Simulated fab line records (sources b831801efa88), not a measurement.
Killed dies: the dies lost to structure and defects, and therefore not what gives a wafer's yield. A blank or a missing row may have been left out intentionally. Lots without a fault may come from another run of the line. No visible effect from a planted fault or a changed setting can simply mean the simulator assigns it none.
Matching of chambers / flow sfq_line / SFQ_TRILAYER_I6_CMP_CMP_166 on cmp-02: 4 sister chambers
The step polishes SiO2. 16 wafers are shown with their chamber, then 8 later ones without.

WAFERS, EACH WITH ITS CHAMBER
wafer=L191.4; chamber=1; motor_current_A (A)=10.6; edge_zone_pressure_frac=1.003; time_to_endpoint_s (s)=209
wafer=L191.5; chamber=1; motor_current_A (A)=10.5; edge_zone_pressure_frac=0.999; time_to_endpoint_s (s)=212
wafer=L191.6; chamber=0; motor_current_A (A)=10.3; edge_zone_pressure_frac=0.998; time_to_endpoint_s (s)=207
wafer=L201.4; chamber=1; motor_current_A (A)=10.7; edge_zone_pressure_frac=0.997; time_to_endpoint_s (s)=225
wafer=L201.3; chamber=3; motor_current_A (A)=10.9; edge_zone_pressure_frac=1.003; time_to_endpoint_s (s)=213
wafer=L201.5; chamber=1; motor_current_A (A)=10.1; edge_zone_pressure_frac=0.993; time_to_endpoint_s (s)=222
wafer=L205.1; chamber=3; motor_current_A (A)=11.0; edge_zone_pressure_frac=1.000; time_to_endpoint_s (s)=221
wafer=L205.5; chamber=2; motor_current_A (A)=9.8; edge_zone_pressure_frac=1.002; time_to_endpoint_s (s)=217
wafer=L205.6; chamber=1; motor_current_A (A)=11.0; edge_zone_pressure_frac=1.005; time_to_endpoint_s (s)=224
wafer=L207.4; chamber=3; motor_current_A (A)=10.9; edge_zone_pressure_frac=1.007; time_to_endpoint_s (s)=212
wafer=L207.3; chamber=1; motor_current_A (A)=9.9; edge_zone_pressure_frac=0.997; time_to_endpoint_s (s)=207
wafer=L207.5; chamber=0; motor_current_A (A)=10.5; edge_zone_pressure_frac=0.997; time_to_endpoint_s (s)=215
wafer=L209.4; chamber=1; motor_current_A (A)=9.9; edge_zone_pressure_frac=1.006; time_to_endpoint_s (s)=212
wafer=L209.5; chamber=2; motor_current_A (A)=10.0; edge_zone_pressure_frac=1.004; time_to_endpoint_s (s)=210
wafer=L209.6; chamber=1; motor_current_A (A)=10.5; edge_zone_pressure_frac=0.997; time_to_endpoint_s (s)=209
wafer=L211.1; chamber=2; motor_current_A (A)=10.4; edge_zone_pressure_frac=1.003; time_to_endpoint_s (s)=210

SIGNATURES, as means of the wafers listed above
reading=motor_current_A; chamber 0=10.400; chamber 1=10.400; chamber 2=10.067; chamber 3=10.933; scatter within a chamber=0.331
reading=edge_zone_pressure_frac; chamber 0=0.99750; chamber 1=0.99962; chamber 2=1.00300; chamber 3=1.00333; scatter within a chamber=0.0038
reading=time_to_endpoint_s; chamber 0=211.00; chamber 1=215.00; chamber 2=212.33; chamber 3=215.33; scatter within a chamber=6.44
Rule: for each reading, subtract the chamber's mean from the wafer's reading, divide by that reading's scatter and square the result; add these up over the readings and take the root, which gives the wafer's distance from the chamber. If the next closest chamber is less than 2 further off than the closest, the wafer can't be placed; otherwise it belongs to the closest. The scatter is the square root of a quotient: the sum, over the shown wafers, of each reading's squared deviation from its chamber's mean, divided by wafers minus chambers.

WAFERS WITHOUT THEIR CHAMBER
wafer=L211.4; motor_current_A (A)=10.1; edge_zone_pressure_frac=0.999; time_to_endpoint_s (s)=217
wafer=L211.6; motor_current_A (A)=10.6; edge_zone_pressure_frac=1.000; time_to_endpoint_s (s)=211
wafer=L212.1; motor_current_A (A)=10.2; edge_zone_pressure_frac=0.997; time_to_endpoint_s (s)=203
wafer=L212.5; motor_current_A (A)=10.3; edge_zone_pressure_frac=0.998; time_to_endpoint_s (s)=209
wafer=L212.6; motor_current_A (A)=9.3; edge_zone_pressure_frac=1.001; time_to_endpoint_s (s)=211
wafer=L213.2; motor_current_A (A)=10.0; edge_zone_pressure_frac=0.996; time_to_endpoint_s (s)=210
wafer=L213.4; motor_current_A (A)=9.7; edge_zone_pressure_frac=1.000; time_to_endpoint_s (s)=218
wafer=L213.5; motor_current_A (A)=9.9; edge_zone_pressure_frac=0.997; time_to_endpoint_s (s)=214

THE CHAMBER EACH PASSED THROUGH
wafer=L211.4; from the rows above=can't be placed: 1 or 2 or 0 or 3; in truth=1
wafer=L211.6; from the rows above=can't be placed: 1 or 0 or 3 or 2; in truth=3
wafer=L212.1; from the rows above=can't be placed: 0 or 1 or 2 or 3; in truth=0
wafer=L212.5; from the rows above=can't be placed: 0 or 1 or 2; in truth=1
wafer=L212.6; from the rows above=can't be placed: 2 or 1 or 0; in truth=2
wafer=L213.2; from the rows above=can't be placed: 0 or 1 or 2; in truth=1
wafer=L213.4; from the rows above=can't be placed: 2 or 1 or 0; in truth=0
wafer=L213.5; from the rows above=can't be placed: 0 or 1 or 2 or 3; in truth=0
Correctly placed: 0 of 8. Cannot be placed on the basis of these rows: 8; the candidates contain the true chamber in 8. Wrongly placed: 0.
